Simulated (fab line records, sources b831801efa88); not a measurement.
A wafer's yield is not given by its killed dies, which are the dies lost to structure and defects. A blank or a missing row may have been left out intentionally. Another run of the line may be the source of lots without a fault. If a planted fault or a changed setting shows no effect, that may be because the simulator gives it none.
What tool caused it? || flow gf180mcu || 72 wafers from 24 lots sampled at 4 of the route's 602 steps

WHAT THE GAUGES SHOWED, per wafer
GF_HV_LDD_TW_MEAS_11.
{"lot": "L074", "measured": "day 10 05:17", "on": "film-metro-01", "HV_LDD_TW": "2388 2382 2400"}
{"lot": "L075", "measured": "day 10 08:35", "on": "film-metro-02", "HV_LDD_TW": "2428 2430 2436"}
{"lot": "L076", "measured": "day 10 18:32", "on": "film-metro-03", "HV_LDD_TW": "2423 2419 2427"}
{"lot": "L077", "measured": "day 10 22:01", "on": "film-metro-03", "HV_LDD_TW": "2419 2427 2420"}
{"lot": "L078", "measured": "day 11 05:43", "on": "film-metro-02", "HV_LDD_TW": "2436 2446 2426"}
{"lot": "L079", "measured": "day 11 13:31", "on": "film-metro-02", "HV_LDD_TW": "2422 2432 2449"}
{"lot": "L080", "measured": "day 11 19:19", "on": "film-metro-01", "HV_LDD_TW": "2399 2400 2431"}
{"lot": "L081", "measured": "day 12 05:50", "on": "film-metro-01", "HV_LDD_TW": "2388 2384 2395"}
{"lot": "L082", "measured": "day 12 15:49", "on": "film-metro-01", "HV_LDD_TW": "2378 2394 2391"}
{"lot": "L083", "measured": "day 12 22:01", "on": "film-metro-02", "HV_LDD_TW": "2447 2441 2431"}
{"lot": "L084", "measured": "day 13 00:23", "on": "film-metro-02", "HV_LDD_TW": "2437 2433 2434"}
{"lot": "L085", "measured": "day 13 10:13", "on": "film-metro-03", "HV_LDD_TW": "2393 2399 2405"}
{"lot": "L086", "measured": "day 13 19:58", "on": "film-metro-03", "HV_LDD_TW": "2386 2403 2411"}
{"lot": "L087", "measured": "day 13 21:46", "on": "film-metro-03", "HV_LDD_TW": "2398 2400 2400"}
{"lot": "L088", "measured": "day 14 11:41", "on": "film-metro-03", "HV_LDD_TW": "2401 2402 2407"}
{"lot": "L089", "measured": "day 14 17:05", "on": "film-metro-03", "HV_LDD_TW": "2407 2398 2408"}
{"lot": "L090", "measured": "day 15 06:07", "on": "film-metro-02", "HV_LDD_TW": "2423 2405 2416"}
{"lot": "L091", "measured": "day 15 06:17", "on": "film-metro-02", "HV_LDD_TW": "2434 2422 2418"}
{"lot": "L092", "measured": "day 15 13:32", "on": "film-metro-03", "HV_LDD_TW": "2416 2413 2422"}
{"lot": "L093", "measured": "day 15 19:24", "on": "film-metro-02", "HV_LDD_TW": "2422 2418 2415"}
{"lot": "L094", "measured": "day 16 05:37", "on": "film-metro-02", "HV_LDD_TW": "2436 2429 2432"}
{"lot": "L095", "measured": "day 16 11:37", "on": "film-metro-01", "HV_LDD_TW": "2395 2393 2393"}
{"lot": "L096", "measured": "day 16 19:25", "on": "film-metro-01", "HV_LDD_TW": "2377 2396 2402"}
{"lot": "L097", "measured": "day 17 01:07", "on": "film-metro-03", "HV_LDD_TW": "2399 2411 2408"}

GF_NSD_OVL_MEAS_08.
{"lot": "L074", "measured": "day 13 14:32", "on": "overlay-01", "NSD_OVL (nm)": "-1.0 -2.2 -1.0"}
{"lot": "L075", "measured": "day 13 17:35", "on": "overlay-02", "NSD_OVL (nm)": "-0.1 -2.6 -0.4"}
{"lot": "L076", "measured": "day 14 04:17", "on": "overlay-02", "NSD_OVL (nm)": "-2.0 -1.8 -1.1"}
{"lot": "L077", "measured": "day 14 09:02", "on": "overlay-02", "NSD_OVL (nm)": "-1.5 1.4 0.1"}
{"lot": "L078", "measured": "day 14 16:11", "on": "overlay-01", "NSD_OVL (nm)": "-2.1 -3.1 -2.0"}
{"lot": "L079", "measured": "day 15 01:23", "on": "overlay-02", "NSD_OVL (nm)": "-0.2 0.1 -1.7"}
{"lot": "L080", "measured": "day 15 08:30", "on": "overlay-02", "NSD_OVL (nm)": "-1.2 -2.1 -0.6"}
{"lot": "L081", "measured": "day 15 22:17", "on": "overlay-01", "NSD_OVL (nm)": "-2.3 1.3 -1.1"}
{"lot": "L082", "measured": "day 16 07:35", "on": "overlay-01", "NSD_OVL (nm)": "-0.5 -1.1 1.9"}
{"lot": "L083", "measured": "day 16 13:59", "on": "overlay-01", "NSD_OVL (nm)": "-0.1 -0.4 -1.9"}
{"lot": "L084", "measured": "day 16 18:38", "on": "overlay-01", "NSD_OVL (nm)": "-2.2 -0.2 -2.5"}
{"lot": "L085", "measured": "day 17 04:38", "on": "overlay-02", "NSD_OVL (nm)": "-1.5 -1.5 -3.6"}
{"lot": "L086", "measured": "day 17 14:50", "on": "overlay-02", "NSD_OVL (nm)": "-0.4 -3.3 -4.4"}
{"lot": "L087", "measured": "day 17 17:16", "on": "overlay-02", "NSD_OVL (nm)": "-0.9 -2.9 -2.1"}
{"lot": "L088", "measured": "day 18 08:37", "on": "overlay-01", "NSD_OVL (nm)": "-3.2 -3.5 -1.3"}
{"lot": "L089", "measured": "day 18 15:47", "on": "overlay-02", "NSD_OVL (nm)": "-0.7 -0.8 -1.3"}
{"lot": "L090", "measured": "day 19 04:41", "on": "overlay-01", "NSD_OVL (nm)": "-1.7 -0.3 1.0"}
{"lot": "L091", "measured": "day 19 06:11", "on": "overlay-02", "NSD_OVL (nm)": "0.5 -1.0 0.0"}
{"lot": "L092", "measured": "day 19 13:59", "on": "overlay-02", "NSD_OVL (nm)": "-1.1 -0.9 -3.5"}
{"lot": "L093", "measured": "day 19 20:14", "on": "overlay-01", "NSD_OVL (nm)": "-2.1 -0.7 -1.4"}
{"lot": "L094", "measured": "day 20 07:14", "on": "overlay-02", "NSD_OVL (nm)": "-0.1 0.9 0.5"}
{"lot": "L095", "measured": "day 20 13:17", "on": "overlay-01", "NSD_OVL (nm)": "0.5 -0.4 -1.0"}
{"lot": "L096", "measured": "day 20 22:36", "on": "overlay-01", "NSD_OVL (nm)": "0.8 0.1 1.4"}
{"lot": "L097", "measured": "day 21 04:04", "on": "overlay-01", "NSD_OVL (nm)": "1.6 2.0 -0.5"}

TOOL THAT RAN EACH LOT (tool first, then ch and the chambers of the sampled wafers, then the start)
{"lot": "L074", "GF_VT_IMPLANT_STRIP_09": "plasma-asher-03 ch 0,1, day 5 16:17", "GF_VT_IMPLANT_STRIP_31": "plasma-asher-04 ch 0,1, day 6 21:56"}
{"lot": "L075", "GF_VT_IMPLANT_STRIP_09": "plasma-asher-03 ch 0,1, day 5 21:58", "GF_VT_IMPLANT_STRIP_31": "plasma-asher-03 ch 0,1, day 7 04:22"}
{"lot": "L076", "GF_VT_IMPLANT_STRIP_09": "plasma-asher-04 ch 0,1, day 6 04:44", "GF_VT_IMPLANT_STRIP_31": "plasma-asher-02 ch 0,1, day 7 11:50"}
{"lot": "L077", "GF_VT_IMPLANT_STRIP_09": "plasma-asher-02 ch 0, day 6 09:34", "GF_VT_IMPLANT_STRIP_31": "plasma-asher-02 ch 0,1, day 7 17:12"}
{"lot": "L078", "GF_VT_IMPLANT_STRIP_09": "plasma-asher-02 ch 0,1, day 6 16:27", "GF_VT_IMPLANT_STRIP_31": "plasma-asher-03 ch 0,1, day 7 23:46"}
{"lot": "L079", "GF_VT_IMPLANT_STRIP_09": "plasma-asher-02 ch 1, day 6 22:11", "GF_VT_IMPLANT_STRIP_31": "plasma-asher-04 ch 0,1, day 8 05:31"}
{"lot": "L080", "GF_VT_IMPLANT_STRIP_09": "plasma-asher-04 ch 0,1, day 7 04:30", "GF_VT_IMPLANT_STRIP_31": "plasma-asher-03 ch 0,1, day 8 12:11"}
{"lot": "L081", "GF_VT_IMPLANT_STRIP_09": "plasma-asher-02 ch 0,1, day 7 12:57", "GF_VT_IMPLANT_STRIP_31": "plasma-asher-03 ch 0,1, day 8 21:24"}
{"lot": "L082", "GF_VT_IMPLANT_STRIP_09": "plasma-asher-03 ch 0,1, day 7 20:10", "GF_VT_IMPLANT_STRIP_31": "plasma-asher-04 ch 0,1, day 9 04:50"}
{"lot": "L083", "GF_VT_IMPLANT_STRIP_09": "plasma-asher-04 ch 0,1, day 8 02:21", "GF_VT_IMPLANT_STRIP_31": "plasma-asher-04 ch 0, day 9 11:20"}
{"lot": "L084", "GF_VT_IMPLANT_STRIP_09": "plasma-asher-03 ch 0,1, day 8 04:55", "GF_VT_IMPLANT_STRIP_31": "plasma-asher-04 ch 0,1, day 9 14:46"}
{"lot": "L085", "GF_VT_IMPLANT_STRIP_09": "plasma-asher-04 ch 0,1, day 8 09:07", "GF_VT_IMPLANT_STRIP_31": "plasma-asher-03 ch 0,1, day 9 19:11"}
{"lot": "L086", "GF_VT_IMPLANT_STRIP_09": "plasma-asher-03 ch 0,1, day 8 18:40", "GF_VT_IMPLANT_STRIP_31": "plasma-asher-03 ch 0,1, day 10 05:41"}
{"lot": "L087", "GF_VT_IMPLANT_STRIP_09": "plasma-asher-04 ch 0,1, day 8 22:47", "GF_VT_IMPLANT_STRIP_31": "plasma-asher-02 ch 0,1, day 10 08:28"}
{"lot": "L088", "GF_VT_IMPLANT_STRIP_09": "plasma-asher-04 ch 0,1, day 9 04:02", "GF_VT_IMPLANT_STRIP_31": "plasma-asher-04 ch 0,1, day 10 15:01"}
{"lot": "L089", "GF_VT_IMPLANT_STRIP_09": "plasma-asher-02 ch 0,1, day 9 14:50", "GF_VT_IMPLANT_STRIP_31": "plasma-asher-02 ch 0,1, day 11 02:29"}
{"lot": "L090", "GF_VT_IMPLANT_STRIP_09": "plasma-asher-03 ch 1, day 9 20:44", "GF_VT_IMPLANT_STRIP_31": "plasma-asher-02 ch 0,1, day 11 09:47"}
{"lot": "L091", "GF_VT_IMPLANT_STRIP_09": "plasma-asher-04 ch 0,1, day 9 23:56", "GF_VT_IMPLANT_STRIP_31": "plasma-asher-02 ch 0,1, day 11 12:05"}
{"lot": "L092", "GF_VT_IMPLANT_STRIP_09": "plasma-asher-04 ch 0,1, day 10 05:53", "GF_VT_IMPLANT_STRIP_31": "plasma-asher-02 ch 0,1, day 11 18:48"}
{"lot": "L093", "GF_VT_IMPLANT_STRIP_09": "plasma-asher-04 ch 0,1, day 10 11:54", "GF_VT_IMPLANT_STRIP_31": "plasma-asher-04 ch 0,1, day 11 23:53"}
{"lot": "L094", "GF_VT_IMPLANT_STRIP_09": "plasma-asher-03 ch 0,1, day 10 19:29", "GF_VT_IMPLANT_STRIP_31": "plasma-asher-02 ch 0,1, day 12 08:28"}
{"lot": "L095", "GF_VT_IMPLANT_STRIP_09": "plasma-asher-04 ch 0,1, day 11 02:10", "GF_VT_IMPLANT_STRIP_31": "plasma-asher-04 ch 0,1, day 12 15:16"}
{"lot": "L096", "GF_VT_IMPLANT_STRIP_09": "plasma-asher-04 ch 0,1, day 11 07:59", "GF_VT_IMPLANT_STRIP_31": "plasma-asher-03 ch 0,1, day 12 22:37"}
{"lot": "L097", "GF_VT_IMPLANT_STRIP_09": "plasma-asher-03 ch 0,1, day 11 12:56", "GF_VT_IMPLANT_STRIP_31": "plasma-asher-03 ch 0,1, day 13 04:04"}
- GF_VT_IMPLANT_STRIP_09: strips in O2/N2.
- GF_VT_IMPLANT_STRIP_31: strips in O2/N2.

AS READ BY THE TOOLS THEMSELVES (means over the sampled wafers that have a number; for cases with no such wafer, the mark the record gives instead)
GF_VT_IMPLANT_STRIP_09.
{"lot": "L074", "tool": "plasma-asher-03", "drypump-motor-current-A (A)": 5.6, "heater-power-w (W)": 335, "oes-product-au (a.u.)": 0.714, "platen-temp-c (C)": 250.00, "strip-time-to-endpoint-s (s)": 12.61}
{"lot": "L075", "tool": "plasma-asher-03", "drypump-motor-current-A (A)": 5.6, "heater-power-w (W)": 333, "oes-product-au (a.u.)": 0.717, "platen-temp-c (C)": 250.05, "strip-time-to-endpoint-s (s)": 12.58}
{"lot": "L076", "tool": "plasma-asher-04", "drypump-motor-current-A (A)": 5.1, "heater-power-w (W)": 327, "oes-product-au (a.u.)": 0.719, "platen-temp-c (C)": 249.99, "strip-time-to-endpoint-s (s)": 12.59}
{"lot": "L077", "tool": "plasma-asher-02", "drypump-motor-current-A (A)": 6.2, "heater-power-w (W)": 354, "oes-product-au (a.u.)": 0.720, "platen-temp-c (C)": 249.96, "strip-time-to-endpoint-s (s)": 12.62}
{"lot": "L078", "tool": "plasma-asher-02", "drypump-motor-current-A (A)": 5.9, "heater-power-w (W)": 364, "oes-product-au (a.u.)": 0.715, "platen-temp-c (C)": 249.76, "strip-time-to-endpoint-s (s)": 12.61}
{"lot": "L079", "tool": "plasma-asher-02", "drypump-motor-current-A (A)": 5.3, "heater-power-w (W)": 356, "oes-product-au (a.u.)": 0.715, "platen-temp-c (C)": 250.02, "strip-time-to-endpoint-s (s)": 12.64}
{"lot": "L080", "tool": "plasma-asher-04", "drypump-motor-current-A (A)": 5.3, "heater-power-w (W)": 330, "oes-product-au (a.u.)": 0.716, "platen-temp-c (C)": 250.11, "strip-time-to-endpoint-s (s)": 12.61}
{"lot": "L081", "tool": "plasma-asher-02", "drypump-motor-current-A (A)": 5.6, "heater-power-w (W)": 361, "oes-product-au (a.u.)": 0.716, "platen-temp-c (C)": 249.89, "strip-time-to-endpoint-s (s)": 12.63}
{"lot": "L082", "tool": "plasma-asher-03", "drypump-motor-current-A (A)": 5.6, "heater-power-w (W)": 333, "oes-product-au (a.u.)": 0.714, "platen-temp-c (C)": 250.10, "strip-time-to-endpoint-s (s)": 12.66}
{"lot": "L083", "tool": "plasma-asher-04", "drypump-motor-current-A (A)": 5.1, "heater-power-w (W)": 332, "oes-product-au (a.u.)": 0.717, "platen-temp-c (C)": 250.00, "strip-time-to-endpoint-s (s)": 12.59}
{"lot": "L084", "tool": "plasma-asher-03", "drypump-motor-current-A (A)": 5.6, "heater-power-w (W)": 337, "oes-product-au (a.u.)": 0.719, "platen-temp-c (C)": 249.89, "strip-time-to-endpoint-s (s)": 12.61}
{"lot": "L085", "tool": "plasma-asher-04", "drypump-motor-current-A (A)": 5.1, "heater-power-w (W)": 328, "oes-product-au (a.u.)": 0.721, "platen-temp-c (C)": 249.94, "strip-time-to-endpoint-s (s)": 12.66}
{"lot": "L086", "tool": "plasma-asher-03", "drypump-motor-current-A (A)": 5.6, "heater-power-w (W)": 332, "oes-product-au (a.u.)": 0.711, "platen-temp-c (C)": 250.18, "strip-time-to-endpoint-s (s)": 12.65}
{"lot": "L087", "tool": "plasma-asher-04", "drypump-motor-current-A (A)": 5.3, "heater-power-w (W)": 336, "oes-product-au (a.u.)": 0.714, "platen-temp-c (C)": 249.92, "strip-time-to-endpoint-s (s)": 12.63}
{"lot": "L088", "tool": "plasma-asher-04", "drypump-motor-current-A (A)": 5.1, "heater-power-w (W)": 324, "oes-product-au (a.u.)": 0.715, "platen-temp-c (C)": 249.88, "strip-time-to-endpoint-s (s)": 12.63}
{"lot": "L089", "tool": "plasma-asher-02", "drypump-motor-current-A (A)": 5.6, "heater-power-w (W)": 359, "oes-product-au (a.u.)": 0.713, "platen-temp-c (C)": 250.04, "strip-time-to-endpoint-s (s)": 12.63}
{"lot": "L090", "tool": "plasma-asher-03", "drypump-motor-current-A (A)": 5.6, "heater-power-w (W)": 282, "oes-product-au (a.u.)": 0.718, "platen-temp-c (C)": 249.69, "strip-time-to-endpoint-s (s)": 12.58}
{"lot": "L091", "tool": "plasma-asher-04", "drypump-motor-current-A (A)": 5.1, "heater-power-w (W)": 331, "oes-product-au (a.u.)": 0.713, "platen-temp-c (C)": 249.76, "strip-time-to-endpoint-s (s)": 12.63}
{"lot": "L092", "tool": "plasma-asher-04", "drypump-motor-current-A (A)": 5.3, "heater-power-w (W)": 331, "oes-product-au (a.u.)": 0.715, "platen-temp-c (C)": 250.09, "strip-time-to-endpoint-s (s)": 12.63}
{"lot": "L093", "tool": "plasma-asher-04", "drypump-motor-current-A (A)": 5.3, "heater-power-w (W)": 334, "oes-product-au (a.u.)": 0.715, "platen-temp-c (C)": 250.19, "strip-time-to-endpoint-s (s)": 12.58}
{"lot": "L094", "tool": "plasma-asher-03", "drypump-motor-current-A (A)": 5.6, "heater-power-w (W)": 330, "oes-product-au (a.u.)": 0.716, "platen-temp-c (C)": 250.12, "strip-time-to-endpoint-s (s)": 12.63}
{"lot": "L095", "tool": "plasma-asher-04", "drypump-motor-current-A (A)": 5.1, "heater-power-w (W)": 324, "oes-product-au (a.u.)": 0.715, "platen-temp-c (C)": 250.09, "strip-time-to-endpoint-s (s)": 12.59}
{"lot": "L096", "tool": "plasma-asher-04", "drypump-motor-current-A (A)": 5.4, "heater-power-w (W)": 334, "oes-product-au (a.u.)": 0.716, "platen-temp-c (C)": 250.07, "strip-time-to-endpoint-s (s)": 12.63}
{"lot": "L097", "tool": "plasma-asher-03", "drypump-motor-current-A (A)": 5.5, "heater-power-w (W)": 385, "oes-product-au (a.u.)": 0.716, "platen-temp-c (C)": 249.95, "strip-time-to-endpoint-s (s)": 12.59}

GF_VT_IMPLANT_STRIP_31.
{"lot": "L074", "tool": "plasma-asher-04", "drypump-motor-current-A (A)": 5.3, "heater-power-w (W)": 332, "oes-product-au (a.u.)": 0.714, "platen-temp-c (C)": 250.08, "strip-time-to-endpoint-s (s)": 12.61}
{"lot": "L075", "tool": "plasma-asher-03", "drypump-motor-current-A (A)": 5.5, "heater-power-w (W)": 379, "oes-product-au (a.u.)": 0.715, "platen-temp-c (C)": 249.97, "strip-time-to-endpoint-s (s)": 12.68}
{"lot": "L076", "tool": "plasma-asher-02", "drypump-motor-current-A (A)": 5.6, "heater-power-w (W)": 361, "oes-product-au (a.u.)": 0.711, "platen-temp-c (C)": 249.90, "strip-time-to-endpoint-s (s)": 12.65}
{"lot": "L077", "tool": "plasma-asher-02", "drypump-motor-current-A (A)": 5.9, "heater-power-w (W)": 357, "oes-product-au (a.u.)": 0.716, "platen-temp-c (C)": 250.03, "strip-time-to-endpoint-s (s)": 12.65}
{"lot": "L078", "tool": "plasma-asher-03", "drypump-motor-current-A (A)": 5.5, "heater-power-w (W)": 374, "oes-product-au (a.u.)": 0.715, "platen-temp-c (C)": 249.78, "strip-time-to-endpoint-s (s)": 12.64}
{"lot": "L079", "tool": "plasma-asher-04", "drypump-motor-current-A (A)": 5.3, "heater-power-w (W)": 332, "oes-product-au (a.u.)": 0.715, "platen-temp-c (C)": 249.92, "strip-time-to-endpoint-s (s)": 12.64}
{"lot": "L080", "tool": "plasma-asher-03", "drypump-motor-current-A (A)": 5.5, "heater-power-w (W)": 382, "oes-product-au (a.u.)": 0.715, "platen-temp-c (C)": 249.87, "strip-time-to-endpoint-s (s)": 12.64}
{"lot": "L081", "tool": "plasma-asher-03", "drypump-motor-current-A (A)": 5.6, "heater-power-w (W)": 332, "oes-product-au (a.u.)": 0.719, "platen-temp-c (C)": 249.82, "strip-time-to-endpoint-s (s)": 12.67}
{"lot": "L082", "tool": "plasma-asher-04", "drypump-motor-current-A (A)": 5.4, "heater-power-w (W)": 336, "oes-product-au (a.u.)": 0.715, "platen-temp-c (C)": 249.90, "strip-time-to-endpoint-s (s)": 12.60}
{"lot": "L083", "tool": "plasma-asher-04", "drypump-motor-current-A (A)": 5.6, "heater-power-w (W)": 342, "oes-product-au (a.u.)": 0.715, "platen-temp-c (C)": 249.95, "strip-time-to-endpoint-s (s)": 12.59}
{"lot": "L084", "tool": "plasma-asher-04", "drypump-motor-current-A (A)": 5.1, "heater-power-w (W)": 329, "oes-product-au (a.u.)": 0.713, "platen-temp-c (C)": 249.91, "strip-time-to-endpoint-s (s)": 12.65}
{"lot": "L085", "tool": "plasma-asher-03", "drypump-motor-current-A (A)": 5.5, "heater-power-w (W)": 379, "oes-product-au (a.u.)": 0.718, "platen-temp-c (C)": 249.94, "strip-time-to-endpoint-s (s)": 12.58}
{"lot": "L086", "tool": "plasma-asher-03", "drypump-motor-current-A (A)": 5.5, "heater-power-w (W)": 378, "oes-product-au (a.u.)": 0.715, "platen-temp-c (C)": 250.05, "strip-time-to-endpoint-s (s)": 12.66}
{"lot": "L087", "tool": "plasma-asher-02", "drypump-motor-current-A (A)": 5.6, "heater-power-w (W)": 352, "oes-product-au (a.u.)": 0.720, "platen-temp-c (C)": 250.06, "strip-time-to-endpoint-s (s)": 12.66}
{"lot": "L088", "tool": "plasma-asher-04", "drypump-motor-current-A (A)": 5.3, "heater-power-w (W)": 338, "oes-product-au (a.u.)": 0.708, "platen-temp-c (C)": 249.95, "strip-time-to-endpoint-s (s)": 12.61}
{"lot": "L089", "tool": "plasma-asher-02", "drypump-motor-current-A (A)": 5.9, "heater-power-w (W)": 360, "oes-product-au (a.u.)": 0.714, "platen-temp-c (C)": 250.02, "strip-time-to-endpoint-s (s)": 12.57}
{"lot": "L090", "tool": "plasma-asher-02", "drypump-motor-current-A (A)": 5.6, "heater-power-w (W)": 365, "oes-product-au (a.u.)": 0.716, "platen-temp-c (C)": 250.15, "strip-time-to-endpoint-s (s)": 12.57}
{"lot": "L091", "tool": "plasma-asher-02", "drypump-motor-current-A (A)": 5.6, "heater-power-w (W)": 359, "oes-product-au (a.u.)": 0.714, "platen-temp-c (C)": 250.13, "strip-time-to-endpoint-s (s)": 12.63}
{"lot": "L092", "tool": "plasma-asher-02", "drypump-motor-current-A (A)": 5.9, "heater-power-w (W)": 357, "oes-product-au (a.u.)": 0.715, "platen-temp-c (C)": 250.12, "strip-time-to-endpoint-s (s)": 12.61}
{"lot": "L093", "tool": "plasma-asher-04", "drypump-motor-current-A (A)": 5.4, "heater-power-w (W)": 330, "oes-product-au (a.u.)": 0.711, "platen-temp-c (C)": 249.85, "strip-time-to-endpoint-s (s)": 12.68}
{"lot": "L094", "tool": "plasma-asher-02", "drypump-motor-current-A (A)": 5.9, "heater-power-w (W)": 365, "oes-product-au (a.u.)": 0.712, "platen-temp-c (C)": 250.01, "strip-time-to-endpoint-s (s)": 12.65}
{"lot": "L095", "tool": "plasma-asher-04", "drypump-motor-current-A (A)": 5.3, "heater-power-w (W)": 333, "oes-product-au (a.u.)": 0.718, "platen-temp-c (C)": 249.93, "strip-time-to-endpoint-s (s)": 12.64}
{"lot": "L096", "tool": "plasma-asher-03", "drypump-motor-current-A (A)": 5.6, "heater-power-w (W)": 332, "oes-product-au (a.u.)": 0.711, "platen-temp-c (C)": 250.16, "strip-time-to-endpoint-s (s)": 12.58}
{"lot": "L097", "tool": "plasma-asher-03", "drypump-motor-current-A (A)": 5.5, "heater-power-w (W)": 377, "oes-product-au (a.u.)": 0.717, "platen-temp-c (C)": 249.96, "strip-time-to-endpoint-s (s)": 12.55}

THE ANSWER, worked out from the rows above alone
Rule: what is usual is taken from the lots themselves. Put in order of their means at a reading, lots are off if they are a third of the lots or fewer, leave a main group of 4 or more, and stand apart from it by a gap of 3 or more times the standard deviation of the main group's means; of several such gaps the widest counts. If all means in a main group match to the digits the tables above print for the reading, that group is not used. Also off: a lot with no number at a reading for which 4 or more lots have one. All remaining lots with rows at the step are treated as sound. The gauges are gone through in route order, then the tools' own readings, and for those a lot's mean is taken as printed above. The first step at which some lot is off is used, and at that step the reading that is off furthest; a lot without a number counts as furthest.
No lot is off on any of the readings shown, so nothing can be concluded from this.

WHAT WAS PUT IN BY THE SIMULATOR
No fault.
